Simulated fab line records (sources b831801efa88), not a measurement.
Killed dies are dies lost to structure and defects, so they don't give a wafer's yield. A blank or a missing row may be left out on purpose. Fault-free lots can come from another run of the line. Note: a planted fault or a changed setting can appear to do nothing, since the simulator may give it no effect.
fab line records :: flow sky130
record:
  lots: 12
  wafers: 36
  lastDay: 49
route steps=708 shown LI_CONTACT@386 METAL2@489 VIA2@529 PAD_OPEN@708
lots that met no fault: taken from a fault-free run of the same line
startH: start of the lot's first displayed wafer, in hours after the record's first day :: waitH: hours elapsed since this lot's preceding step :: " same as the row above :: L1.1+2: several wafers, shown together as one row :: - no value present, or no start provided :: * or withheld: withheld :: < > ~ a bound
route shown NAME@n: NAME is a module with steps in the file, n the number in the route of the first one :: usual: mean/standard deviation of fault-free wafers :: same: alike in all rows :: chamber/n: place in a boat :: sites: readings site by site :: _std_site: how widely they spread, as a standard deviation :: _edge_site: inner sites' mean taken away from outer sites' mean :: radiusMm: how far each site lies from the wafer's centre :: mask NAME#n: copy n :: behind: tool/chamber where the wafer was last shaped :: hold: cause of the lot's hold/its duration in hours/its outcome :: device: whichever transistor did not switch (one of n, p or np) :: end of line: tests of these same wafers at the route's end :: step lacking rows: just its recipe :: killed: dies lost to structure and defects at the first sort, not the wafer's yield :: map: a wafer's dies, x killed, . not, _ none there
set.NAME: the setting as run; set.NAME@STEP: as run at that earlier step :: model.NAME: the simulator's own value behind a step, which no gauge read
steps of the route over a sample of lots; a table a step, a row a wafer
services: when a tool's chamber went out of use (startH, in hours from the record's first day, below 0 if earlier), for how many hours, and the reason
== steps ==
step: SKY_LI_CONTACT_CMP_24
recipe:
  stopOn: PSG
  tOverpolishS: 20
  downForcePsi: 3.5
  platenRpm: 60
  targetThkNm: 0
  padVelocityMS: 0.94248
usual:
  motorCurrentA: 11.6/1.1
  overpolishRunS: 20.000/0.0087
  timeToEndpointS: 95/4.8
lot.wafer: L295.4
tool: cmp-01
chamber: 1
startH: 682.94
waitH: 0.1
motorCurrentA: 11.9
overpolishRunS: 19.994
timeToEndpointS: 90

lot.wafer: L295.2
tool: cmp-01
chamber: 2
startH: 682.94
waitH: 0.1
motorCurrentA: 12.2
overpolishRunS: 19.997
timeToEndpointS: 99

lot.wafer: L295.6
tool: cmp-01
chamber: 3
startH: 682.94
waitH: 0.1
motorCurrentA: 11.5
overpolishRunS: 20.003
timeToEndpointS: 91

lot.wafer: L296.3
tool: cmp-01
chamber: 1
startH: 691.46
waitH: 0.1
motorCurrentA: 12.2
overpolishRunS: 20.001
timeToEndpointS: 90

lot.wafer: L296.1
tool: cmp-01
chamber: 3
startH: 691.46
waitH: 0.1
motorCurrentA: 12.0
overpolishRunS: 19.993
timeToEndpointS: 94

lot.wafer: L296.5
tool: cmp-01
chamber: 0
startH: 691.46
waitH: 0.1
motorCurrentA: 11.0
overpolishRunS: 20.003
timeToEndpointS: 97

lot.wafer: L297.1
tool: cmp-02
chamber: 0
startH: 709.31
waitH: 0.1
motorCurrentA: 14.1
overpolishRunS: 20.000
timeToEndpointS: 103

lot.wafer: L297.5
tool: cmp-02
chamber: 3
startH: 709.31
waitH: 0.1
motorCurrentA: 10.1
overpolishRunS: 19.992
timeToEndpointS: 90

lot.wafer: L297.6
tool: cmp-02
chamber: 0
startH: 709.31
waitH: 0.1
motorCurrentA: 13.4
overpolishRunS: 20.016
timeToEndpointS: 100

lot.wafer: L298.1
tool: cmp-02
chamber: 0
startH: 711.26
waitH: 0.1
motorCurrentA: 14.1
overpolishRunS: 20.001
timeToEndpointS: 97

lot.wafer: L298.2
tool: cmp-02
chamber: 1
startH: 711.26
waitH: 0.1
motorCurrentA: 11.1
overpolishRunS: 20.011
timeToEndpointS: 96

lot.wafer: L298.6
tool: cmp-02
chamber: 3
startH: 711.26
waitH: 0.1
motorCurrentA: 9.4
overpolishRunS: 19.990
timeToEndpointS: 89

lot.wafer: L299.2
tool: cmp-01
chamber: 0
startH: 714.90
waitH: 0.1
motorCurrentA: 11.5
overpolishRunS: 19.993
timeToEndpointS: 98

lot.wafer: L299.3
tool: cmp-01
chamber: 1
startH: 714.90
waitH: 0.1
motorCurrentA: 11.6
overpolishRunS: 19.992
timeToEndpointS: 93

lot.wafer: L299.5
tool: cmp-01
chamber: 1
startH: 714.90
waitH: 0.1
motorCurrentA: 11.5
overpolishRunS: 19.999
timeToEndpointS: 91

lot.wafer: L300.3
tool: cmp-01
chamber: 1
startH: 730.04
waitH: 0.1
motorCurrentA: 12.4
overpolishRunS: 19.994
timeToEndpointS: 92

lot.wafer: L300.4
tool: cmp-01
chamber: 3
startH: 730.04
waitH: 0.1
motorCurrentA: 12.0
overpolishRunS: 19.997
timeToEndpointS: 93

lot.wafer: L300.5
tool: cmp-01
chamber: 0
startH: 730.04
waitH: 0.1
motorCurrentA: 11.5
overpolishRunS: 19.996
timeToEndpointS: 95

lot.wafer: L301.4
tool: cmp-02
chamber: 2
startH: 732.21
waitH: 0.1
motorCurrentA: 11.6
overpolishRunS: 19.997
timeToEndpointS: 93

lot.wafer: L301.1
tool: cmp-02
chamber: 3
startH: 732.21
waitH: 0.1
motorCurrentA: 9.4
overpolishRunS: 20.018
timeToEndpointS: 91

lot.wafer: L301.5
tool: cmp-02
chamber: 2
startH: 732.21
waitH: 0.1
motorCurrentA: 11.3
overpolishRunS: 20.015
timeToEndpointS: 87

lot.wafer: L306.1
tool: cmp-02
chamber: 3
startH: 779.91
waitH: 0.1
motorCurrentA: 9.9
overpolishRunS: 19.991
timeToEndpointS: 87

lot.wafer: L306.3
tool: cmp-02
chamber: 0
startH: 779.91
waitH: 0.1
motorCurrentA: 14.1
overpolishRunS: 19.995
timeToEndpointS: 96

lot.wafer: L306.5
tool: cmp-02
chamber: 2
startH: 779.91
waitH: 0.1
motorCurrentA: 11.5
overpolishRunS: 19.994
timeToEndpointS: 87

lot.wafer: L309.3
tool: cmp-02
chamber: 2
startH: 789.73
waitH: 0.1
motorCurrentA: 11.9
overpolishRunS: 20.001
timeToEndpointS: 91

lot.wafer: L309.4
tool: cmp-02
chamber: 3
startH: 789.73
waitH: 0.1
motorCurrentA: 10.0
overpolishRunS: 19.993
timeToEndpointS: 87

lot.wafer: L309.6
tool: cmp-02
chamber: 2
startH: 789.73
waitH: 0.1
motorCurrentA: 11.9
overpolishRunS: 19.999
timeToEndpointS: 88

lot.wafer: L312.1
tool: cmp-01
chamber: 1
startH: 816.89
waitH: 0.1
motorCurrentA: 12.5
overpolishRunS: 19.994
timeToEndpointS: 90

lot.wafer: L312.5
tool: cmp-01
chamber: 3
startH: 816.89
waitH: 0.1
motorCurrentA: 11.7
overpolishRunS: 19.999
timeToEndpointS: 99

lot.wafer: L312.6
tool: cmp-01
chamber: 0
startH: 816.89
waitH: 0.1
motorCurrentA: 10.6
overpolishRunS: 20.016
timeToEndpointS: 98

lot.wafer: L313.2
tool: cmp-01
chamber: 2
startH: 819.33
waitH: 0.2
motorCurrentA: 11.5
overpolishRunS: 20.007
timeToEndpointS: 105

lot.wafer: L313.3
tool: cmp-01
chamber: 0
startH: 819.33
waitH: 0.2
motorCurrentA: 11.1
overpolishRunS: 19.990
timeToEndpointS: 98

lot.wafer: L313.5
tool: cmp-01
chamber: 3
startH: 819.33
waitH: 0.2
motorCurrentA: 11.9
overpolishRunS: 20.013
timeToEndpointS: 100

lot.wafer: L314.4
tool: cmp-01
chamber: 1
startH: 830.68
waitH: 0.2
motorCurrentA: 12.0
overpolishRunS: 19.999
timeToEndpointS: 93

lot.wafer: L314.6
tool: cmp-01
chamber: 2
startH: 830.68
waitH: 0.2
motorCurrentA: 12.0
overpolishRunS: 19.994
timeToEndpointS: 101

lot.wafer: L314.5
tool: cmp-01
chamber: 3
startH: 830.68
waitH: 0.2
motorCurrentA: 12.5
overpolishRunS: 20.003
timeToEndpointS: 96
step: SKY_METAL2_THK_MEAS_06
recipe:
  thkMeasGauge: xrf
  reads: AlCu_of_METAL2_SPUTTER_02
usual:
  METAL2_ALCU_THK: 248/3.8
lot.wafer: L295.2
tool: filmMetro-04
chamber: -
startH: 799.98
waitH: 0.1
METAL2_ALCU_THK[nm]: 248

lot.wafer: L295.4
tool: filmMetro-04
chamber: -
startH: 799.98
waitH: 0.1
METAL2_ALCU_THK[nm]: 251

lot.wafer: L295.6
tool: filmMetro-04
chamber: -
startH: 799.98
waitH: 0.1
METAL2_ALCU_THK[nm]: 250

lot.wafer: L296.1
tool: filmMetro-01
chamber: -
startH: 808.15
waitH: 0.1
METAL2_ALCU_THK[nm]: 248

lot.wafer: L296.3
tool: filmMetro-01
chamber: -
startH: 808.15
waitH: 0.1
METAL2_ALCU_THK[nm]: 250

lot.wafer: L296.5
tool: filmMetro-01
chamber: -
startH: 808.15
waitH: 0.1
METAL2_ALCU_THK[nm]: 252

lot.wafer: L297.1
tool: filmMetro-01
chamber: -
startH: 825.04
waitH: 0.1
METAL2_ALCU_THK[nm]: 243

lot.wafer: L297.5
tool: filmMetro-01
chamber: -
startH: 825.04
waitH: 0.1
METAL2_ALCU_THK[nm]: 244

lot.wafer: L297.6
tool: filmMetro-01
chamber: -
startH: 825.04
waitH: 0.1
METAL2_ALCU_THK[nm]: 246

lot.wafer: L298.1
tool: filmMetro-04
chamber: -
startH: 826.76
waitH: 0.1
METAL2_ALCU_THK[nm]: 249

lot.wafer: L298.2
tool: filmMetro-04
chamber: -
startH: 826.76
waitH: 0.1
METAL2_ALCU_THK[nm]: 248

lot.wafer: L298.6
tool: filmMetro-04
chamber: -
startH: 826.76
waitH: 0.1
METAL2_ALCU_THK[nm]: 249

lot.wafer: L299.2
tool: filmMetro-04
chamber: -
startH: 829.63
waitH: 0.1
METAL2_ALCU_THK[nm]: 255

lot.wafer: L299.3
tool: filmMetro-04
chamber: -
startH: 829.63
waitH: 0.1
METAL2_ALCU_THK[nm]: 258

lot.wafer: L299.5
tool: filmMetro-04
chamber: -
startH: 829.63
waitH: 0.1
METAL2_ALCU_THK[nm]: 255

lot.wafer: L300.3
tool: filmMetro-02
chamber: -
startH: 844.04
waitH: 0.1
METAL2_ALCU_THK[nm]: 249

lot.wafer: L300.4
tool: filmMetro-02
chamber: -
startH: 844.04
waitH: 0.1
METAL2_ALCU_THK[nm]: 247

lot.wafer: L300.5
tool: filmMetro-02
chamber: -
startH: 844.04
waitH: 0.1
METAL2_ALCU_THK[nm]: 248

lot.wafer: L301.1
tool: filmMetro-02
chamber: -
startH: 846.12
waitH: 0.1
METAL2_ALCU_THK[nm]: 254

lot.wafer: L301.4
tool: filmMetro-02
chamber: -
startH: 846.12
waitH: 0.1
METAL2_ALCU_THK[nm]: 254

lot.wafer: L301.5
tool: filmMetro-02
chamber: -
startH: 846.12
waitH: 0.1
METAL2_ALCU_THK[nm]: 248

lot.wafer: L306.1
tool: filmMetro-01
chamber: -
startH: 893.20
waitH: 0.1
METAL2_ALCU_THK[nm]: 251

lot.wafer: L306.3
tool: filmMetro-01
chamber: -
startH: 893.20
waitH: 0.1
METAL2_ALCU_THK[nm]: 251

lot.wafer: L306.5
tool: filmMetro-01
chamber: -
startH: 893.20
waitH: 0.1
METAL2_ALCU_THK[nm]: 243

lot.wafer: L309.3
tool: filmMetro-01
chamber: -
startH: 901.22
waitH: 0.1
METAL2_ALCU_THK[nm]: 248

lot.wafer: L309.4
tool: filmMetro-01
chamber: -
startH: 901.22
waitH: 0.1
METAL2_ALCU_THK[nm]: 247

lot.wafer: L309.6
tool: filmMetro-01
chamber: -
startH: 901.22
waitH: 0.1
METAL2_ALCU_THK[nm]: 248

lot.wafer: L312.1
tool: filmMetro-01
chamber: -
startH: 926.68
waitH: 0.1
METAL2_ALCU_THK[nm]: 243

lot.wafer: L312.5
tool: filmMetro-01
chamber: -
startH: 926.68
waitH: 0.1
METAL2_ALCU_THK[nm]: 243

lot.wafer: L312.6
tool: filmMetro-01
chamber: -
startH: 926.68
waitH: 0.1
METAL2_ALCU_THK[nm]: 250

lot.wafer: L313.2
tool: filmMetro-01
chamber: -
startH: 929.57
waitH: 0.1
METAL2_ALCU_THK[nm]: 246

lot.wafer: L313.3
tool: filmMetro-01
chamber: -
startH: 929.57
waitH: 0.1
METAL2_ALCU_THK[nm]: 251

lot.wafer: L313.5
tool: filmMetro-01
chamber: -
startH: 929.57
waitH: 0.1
METAL2_ALCU_THK[nm]: 243

lot.wafer: L314.4
tool: filmMetro-01
chamber: -
startH: 941.57
waitH: 0.1
METAL2_ALCU_THK[nm]: 255

lot.wafer: L314.5
tool: filmMetro-01
chamber: -
startH: 941.57
waitH: 0.1
METAL2_ALCU_THK[nm]: 253

lot.wafer: L314.6
tool: filmMetro-01
chamber: -
startH: 941.57
waitH: 0.1
METAL2_ALCU_THK[nm]: 253
step: SKY_METAL2_OVL_MEAS_16
usual:
  METAL2_OVL: 0/5.2
lot.wafer: L295.2
tool: overlay-01
chamber: -
startH: 827.57
waitH: 0.1
METAL2_OVL[nm]: 8

lot.wafer: L295.4
tool: overlay-01
chamber: -
startH: 827.57
waitH: 0.1
METAL2_OVL[nm]: 4

lot.wafer: L295.6
tool: overlay-01
chamber: -
startH: 827.57
waitH: 0.1
METAL2_OVL[nm]: 11

lot.wafer: L296.1
tool: overlay-01
chamber: -
startH: 834.57
waitH: 0.1
METAL2_OVL[nm]: -4

lot.wafer: L296.3
tool: overlay-01
chamber: -
startH: 834.57
waitH: 0.1
METAL2_OVL[nm]: 3

lot.wafer: L296.5
tool: overlay-01
chamber: -
startH: 834.57
waitH: 0.1
METAL2_OVL[nm]: -7

lot.wafer: L297.1
tool: overlay-01
chamber: -
startH: 851.13
waitH: 0.1
METAL2_OVL[nm]: -5

lot.wafer: L297.5
tool: overlay-01
chamber: -
startH: 851.13
waitH: 0.1
METAL2_OVL[nm]: 0

lot.wafer: L297.6
tool: overlay-01
chamber: -
startH: 851.13
waitH: 0.1
METAL2_OVL[nm]: 2

lot.wafer: L298.1
tool: overlay-02
chamber: -
startH: 853.02
waitH: 0.1
METAL2_OVL[nm]: -10

lot.wafer: L298.2
tool: overlay-02
chamber: -
startH: 853.02
waitH: 0.1
METAL2_OVL[nm]: -12

lot.wafer: L298.6
tool: overlay-02
chamber: -
startH: 853.02
waitH: 0.1
METAL2_OVL[nm]: -6

lot.wafer: L299.2
tool: overlay-01
chamber: -
startH: 855.77
waitH: 0.1
METAL2_OVL[nm]: 5

lot.wafer: L299.3
tool: overlay-01
chamber: -
startH: 855.77
waitH: 0.1
METAL2_OVL[nm]: 2

lot.wafer: L299.5
tool: overlay-01
chamber: -
startH: 855.77
waitH: 0.1
METAL2_OVL[nm]: 1

lot.wafer: L300.3
tool: overlay-01
chamber: -
startH: 869.58
waitH: 0.1
METAL2_OVL[nm]: 9

lot.wafer: L300.4
tool: overlay-01
chamber: -
startH: 869.58
waitH: 0.1
METAL2_OVL[nm]: 3

lot.wafer: L300.5
tool: overlay-01
chamber: -
startH: 869.58
waitH: 0.1
METAL2_OVL[nm]: 7

lot.wafer: L301.1
tool: overlay-02
chamber: -
startH: 872.51
waitH: 0.1
METAL2_OVL[nm]: 2

lot.wafer: L301.4
tool: overlay-02
chamber: -
startH: 872.51
waitH: 0.1
METAL2_OVL[nm]: -2

lot.wafer: L301.5
tool: overlay-02
chamber: -
startH: 872.51
waitH: 0.1
METAL2_OVL[nm]: -2

lot.wafer: L306.1
tool: overlay-01
chamber: -
startH: 918.03
waitH: 0.1
METAL2_OVL[nm]: 0

lot.wafer: L306.3
tool: overlay-01
chamber: -
startH: 918.03
waitH: 0.1
METAL2_OVL[nm]: -2

lot.wafer: L306.5
tool: overlay-01
chamber: -
startH: 918.03
waitH: 0.1
METAL2_OVL[nm]: -1

lot.wafer: L309.3
tool: overlay-01
chamber: -
startH: 925.74
waitH: 0.1
METAL2_OVL[nm]: 0

lot.wafer: L309.4
tool: overlay-01
chamber: -
startH: 925.74
waitH: 0.1
METAL2_OVL[nm]: 1

lot.wafer: L309.6
tool: overlay-01
chamber: -
startH: 925.74
waitH: 0.1
METAL2_OVL[nm]: -5

lot.wafer: L312.1
tool: overlay-02
chamber: -
startH: 951.22
waitH: 0.1
METAL2_OVL[nm]: -5

lot.wafer: L312.5
tool: overlay-02
chamber: -
startH: 951.22
waitH: 0.1
METAL2_OVL[nm]: -1

lot.wafer: L312.6
tool: overlay-02
chamber: -
startH: 951.22
waitH: 0.1
METAL2_OVL[nm]: 2

lot.wafer: L313.2
tool: overlay-01
chamber: -
startH: 954.27
waitH: 0.1
METAL2_OVL[nm]: -3

lot.wafer: L313.3
tool: overlay-01
chamber: -
startH: 954.27
waitH: 0.1
METAL2_OVL[nm]: 5

lot.wafer: L313.5
tool: overlay-01
chamber: -
startH: 954.27
waitH: 0.1
METAL2_OVL[nm]: -2

lot.wafer: L314.4
tool: overlay-02
chamber: -
startH: 965.34
waitH: 0.1
METAL2_OVL[nm]: 4

lot.wafer: L314.5
tool: overlay-02
chamber: -
startH: 965.34
waitH: 0.1
METAL2_OVL[nm]: -2

lot.wafer: L314.6
tool: overlay-02
chamber: -
startH: 965.34
waitH: 0.1
METAL2_OVL[nm]: -2
step: SKY_VIA2_RS_MEAS_22
recipe:
  thkMeasGauge: four-point-probe
  reads: W_of_VIA2_CVD_21+TiN_of_VIA2_SPUTTER_20
usual:
  VIA2_W_RS: 0.273/0.0032
lot.wafer: L295.2
tool: filmMetro-03
chamber: -
startH: 856.27
waitH: 0.1
VIA2_W_RS[ohm/sq]: 0.270

lot.wafer: L295.4
tool: filmMetro-03
chamber: -
startH: 856.27
waitH: 0.1
VIA2_W_RS[ohm/sq]: 0.274

lot.wafer: L295.6
tool: filmMetro-03
chamber: -
startH: 856.27
waitH: 0.1
VIA2_W_RS[ohm/sq]: 0.273

lot.wafer: L296.1
tool: filmMetro-03
chamber: -
startH: 862.44
waitH: 0.1
VIA2_W_RS[ohm/sq]: 0.268

lot.wafer: L296.3
tool: filmMetro-03
chamber: -
startH: 862.44
waitH: 0.1
VIA2_W_RS[ohm/sq]: 0.274

lot.wafer: L296.5
tool: filmMetro-03
chamber: -
startH: 862.44
waitH: 0.1
VIA2_W_RS[ohm/sq]: 0.274

lot.wafer: L297.1
tool: filmMetro-01
chamber: -
startH: 879.35
waitH: 0.1
VIA2_W_RS[ohm/sq]: 0.274

lot.wafer: L297.5
tool: filmMetro-01
chamber: -
startH: 879.35
waitH: 0.1
VIA2_W_RS[ohm/sq]: 0.275

lot.wafer: L297.6
tool: filmMetro-01
chamber: -
startH: 879.35
waitH: 0.1
VIA2_W_RS[ohm/sq]: 0.267

lot.wafer: L298.1
tool: filmMetro-01
chamber: -
startH: 881.83
waitH: 0.1
VIA2_W_RS[ohm/sq]: 0.276

lot.wafer: L298.2
tool: filmMetro-01
chamber: -
startH: 881.83
waitH: 0.1
VIA2_W_RS[ohm/sq]: 0.269

lot.wafer: L298.6
tool: filmMetro-01
chamber: -
startH: 881.83
waitH: 0.1
VIA2_W_RS[ohm/sq]: 0.266

lot.wafer: L299.2
tool: filmMetro-01
chamber: -
startH: 884.15
waitH: 0.1
VIA2_W_RS[ohm/sq]: 0.277

lot.wafer: L299.3
tool: filmMetro-01
chamber: -
startH: 884.15
waitH: 0.1
VIA2_W_RS[ohm/sq]: 0.271

lot.wafer: L299.5
tool: filmMetro-01
chamber: -
startH: 884.15
waitH: 0.1
VIA2_W_RS[ohm/sq]: 0.276

lot.wafer: L300.3
tool: filmMetro-01
chamber: -
startH: 897.59
waitH: 0.1
VIA2_W_RS[ohm/sq]: 0.268

lot.wafer: L300.4
tool: filmMetro-01
chamber: -
startH: 897.59
waitH: 0.1
VIA2_W_RS[ohm/sq]: 0.275

lot.wafer: L300.5
tool: filmMetro-01
chamber: -
startH: 897.59
waitH: 0.1
VIA2_W_RS[ohm/sq]: 0.277

lot.wafer: L301.1
tool: filmMetro-03
chamber: -
startH: 901.16
waitH: 0.1
VIA2_W_RS[ohm/sq]: 0.272

lot.wafer: L301.4
tool: filmMetro-03
chamber: -
startH: 901.16
waitH: 0.1
VIA2_W_RS[ohm/sq]: 0.278

lot.wafer: L301.5
tool: filmMetro-03
chamber: -
startH: 901.16
waitH: 0.1
VIA2_W_RS[ohm/sq]: 0.269

lot.wafer: L306.1
tool: filmMetro-03
chamber: -
startH: 944.90
waitH: 0.1
VIA2_W_RS[ohm/sq]: 0.270

lot.wafer: L306.3
tool: filmMetro-03
chamber: -
startH: 944.90
waitH: 0.1
VIA2_W_RS[ohm/sq]: 0.270

lot.wafer: L306.5
tool: filmMetro-03
chamber: -
startH: 944.90
waitH: 0.1
VIA2_W_RS[ohm/sq]: 0.269

lot.wafer: L309.3
tool: filmMetro-01
chamber: -
startH: 953.09
waitH: 0.1
VIA2_W_RS[ohm/sq]: 0.274

lot.wafer: L309.4
tool: filmMetro-01
chamber: -
startH: 953.09
waitH: 0.1
VIA2_W_RS[ohm/sq]: 0.271

lot.wafer: L309.6
tool: filmMetro-01
chamber: -
startH: 953.09
waitH: 0.1
VIA2_W_RS[ohm/sq]: 0.275

lot.wafer: L312.1
tool: filmMetro-03
chamber: -
startH: 977.90
waitH: 0.1
VIA2_W_RS[ohm/sq]: 0.270

lot.wafer: L312.5
tool: filmMetro-03
chamber: -
startH: 977.90
waitH: 0.1
VIA2_W_RS[ohm/sq]: 0.274

lot.wafer: L312.6
tool: filmMetro-03
chamber: -
startH: 977.90
waitH: 0.1
VIA2_W_RS[ohm/sq]: 0.272

lot.wafer: L313.2
tool: filmMetro-02
chamber: -
startH: 980.76
waitH: 0.1
VIA2_W_RS[ohm/sq]: 0.278

lot.wafer: L313.3
tool: filmMetro-02
chamber: -
startH: 980.76
waitH: 0.1
VIA2_W_RS[ohm/sq]: 0.277

lot.wafer: L313.5
tool: filmMetro-02
chamber: -
startH: 980.76
waitH: 0.1
VIA2_W_RS[ohm/sq]: 0.271

lot.wafer: L314.4
tool: filmMetro-02
chamber: -
startH: 991.25
waitH: 0.1
VIA2_W_RS[ohm/sq]: 0.275

lot.wafer: L314.5
tool: filmMetro-02
chamber: -
startH: 991.25
waitH: 0.1
VIA2_W_RS[ohm/sq]: 0.276

lot.wafer: L314.6
tool: filmMetro-02
chamber: -
startH: 991.25
waitH: 0.1
VIA2_W_RS[ohm/sq]: 0.272
step: SKY_PAD_OPEN_PROBE_99
usual:
  killed_at_M0_to_M3: 45/6.9
  killed_at_M4_up: 3.1/1.7
  killedAtContacts: 24/5.7
  killedAtFrontEnd: 15/4.6
  killedAtOther: 0.3/0.57
  killedDies: 87/10
  killedOnRim: 17/3.9
  killedOpen: 48/7.4
  killedShort: 39/6.7
same:
  grossDies: 492
  killedAtBackSide: 0
lot.wafer: L309.3
tool: prober-01
chamber: -
startH: 1159.27
waitH: 0.2
killed_at_M0_to_M3: 37
killed_at_M4_up: 3
killedAtContacts: 190
killedAtFrontEnd: 20
killedAtOther: 0
killedDies: 250
killedOnRim: 43
killedOpen: 43
killedShort: 37

lot.wafer: L309.4
tool: prober-01
chamber: -
startH: 1159.32
waitH: 0.2
killed_at_M0_to_M3: 44
killed_at_M4_up: 5
killedAtContacts: 22
killedAtFrontEnd: 12
killedAtOther: 1
killedDies: 84
killedOnRim: 16
killedOpen: 39
killedShort: 45

lot.wafer: L309.6
tool: prober-01
chamber: -
startH: 1159.42
waitH: 0.2
killed_at_M0_to_M3: 45
killed_at_M4_up: 2
killedAtContacts: 172
killedAtFrontEnd: 13
killedAtOther: 0
killedDies: 232
killedOnRim: 40
killedOpen: 43
killedShort: 33
killed by level:class
L309.3 LI_CONTACT:unspecified=170 VIA1:geometricParticle:open=8 FIELD_ISO:geometricParticle:open=6 METAL1:geometricParticle:short=6 LI_CONTACT:geometricParticle:open=6 POLY_GATE:geometricParticle:short=5 VIA2:geometricParticle:open=5 CONTACT:geometricParticle:open=4
L309.4 VIA1:geometricParticle:open=11 CONTACT:geometricParticle:short=8 METAL1:geometricParticle:short=6 METAL2:geometricParticle:short=5 CONTACT:geometricParticle:open=5 VIA3:geometricParticle:open=5 LI_CONTACT:geometricParticle:open=4 VIA2:geometricParticle:short=4
L309.6 LI_CONTACT:unspecified=156 VIA1:geometricParticle:open=13 METAL2:geometricParticle:short=10 LI_CONTACT:geometricParticle:open=5 CONTACT:geometricParticle:open=5 FIELD_ISO:geometricParticle:short=4 POLY_GATE:geometricParticle:open=4 VIA3:geometricParticle:open=4
== services ==
tool: cmp-02
chamber: -
startH: 735.17
hours: 1.9
kind: repair

tool: cmp-01
chamber: -
startH: 736.00
hours: 1.0
kind: repair

tool: cmp-01
chamber: -
startH: 744.33
hours: 4.0
kind: pm

tool: cmp-01
chamber: -
startH: 748.33
hours: -
kind: consumableReplace:conditioner

tool: cmp-01
chamber: -
startH: 748.33
hours: -
kind: consumableReplace:pad

tool: cmp-01
chamber: -
startH: 748.33
hours: 7.8
kind: pm
== key ==
firstSign:
  step: SKY_PAD_OPEN_PROBE_99
  reading: killedAtContacts
  direction: up
  sigmas: 27
  usual: 24
  struck: 181
effect:
  step: SKY_PAD_OPEN_PROBE_99
  reading: killedDies
  direction: up
  sigmas: 15
  usual: 87
  struck: 241
metAt SKY_LI_CONTACT_CMP_24
struckLots L309
struckWafers L309.3,L309.6
testerLeftOut L309
notActingAt SKY_METAL2_THK_MEAS_06,SKY_METAL2_OVL_MEAS_16,SKY_VIA2_RS_MEAS_22
onsetBetween 779.91 789.73
fault:
  kind: chamberParticleSource
  tool: cmp-02
  chamber: 2
  onsetH: 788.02
  steps: SKY_LI_CONTACT_CMP_24
  ratePerVisitCm2: 0.81837
  endH: 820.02
testerLeftOut: of these lots the tester's yield and bins aren't shown, on N5 and GAA mostly nor the transistor test; their killed dies are dies lost to structure and defects alone, not to doping, threshold or leakage, so they don't give the yield
